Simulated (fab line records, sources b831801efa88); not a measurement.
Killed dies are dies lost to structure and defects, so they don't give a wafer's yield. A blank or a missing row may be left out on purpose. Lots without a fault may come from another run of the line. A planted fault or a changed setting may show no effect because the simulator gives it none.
Which tool did it? | flow gf180mcu | 6 lots, 18 wafers sampled, at 2 steps of a route of 602

WHAT THE GAUGES READ, wafer by wafer
GF_VT_IMPLANT_TW_MEAS_21.
lot  | measured     | on            | VT_IMPLANT_2_TW
L566 | day 6 22:15  | film_metro-01 | 1234 1238 1236
L568 | day 7 14:12  | film_metro-01 | 1238 1232 1232
L578 | day 10 09:55 | film_metro-01 | 31 31 1241
L580 | day 10 17:48 | film_metro-01 | 1233 1238 1235
L583 | day 11 12:06 | film_metro-01 | 1240 1243 1246
L585 | day 12 01:41 | film_metro-01 | 1220 1226 1234

WHICH TOOL RAN EACH LOT (tool, then ch and the chambers of the sampled wafers, then the start)
lot  | GF_VT_IMPLANT_DEVELOP_17
L566 | litho_track-04 ch 0, day 6 21:49
L568 | litho_track-04 ch 0, day 7 13:46
L578 | litho_track-04 ch 0, day 10 09:29
L580 | litho_track-03 ch 0, day 10 17:23
L583 | litho_track-03 ch 0, day 11 11:41
L585 | litho_track-02 ch 0, day 12 01:17
- GF_VT_IMPLANT_DEVELOP_17: develop time 60 s.

THE ANSWER, worked out from the rows above alone
Rule: what is usual is taken from the lots themselves. Put in order of their means at a reading, lots are off if they are a third of the lots or fewer, leave a main group of 4 or more, and stand apart from it by a gap of 3 or more times the standard deviation of the main group's means; of several such gaps the widest counts. A main group whose means are all the same, to the digits that the tables above print for the reading, isn't used. A lot without any number at a reading at which 4 lots or more have one is off too. The other lots that the step has rows for count as sound.
Off: L578, at GF_VT_IMPLANT_TW_MEAS_21 (VT_IMPLANT_2_TW). The main group: mean 1235, standard deviation 5.2.
A tool fits if, at a process step before that reading, it ran every lot that is off, and no sound lot after the first of them. The gauges at GF_VT_IMPLANT_TW_MEAS_21 are tried like those tools. One fits: litho_track-04 at GF_VT_IMPLANT_DEVELOP_17. Its last sound lot is L568 (day 7 13:46), its first lot that is off L578 (day 10 09:29): a fault that began between those two fits.

WHAT THE SIMULATOR HAD PUT IN
Process parameter drift: litho_track-04, from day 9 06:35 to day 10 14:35, at GF_VT_IMPLANT_DEVELOP_17. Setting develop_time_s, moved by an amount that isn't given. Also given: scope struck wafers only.
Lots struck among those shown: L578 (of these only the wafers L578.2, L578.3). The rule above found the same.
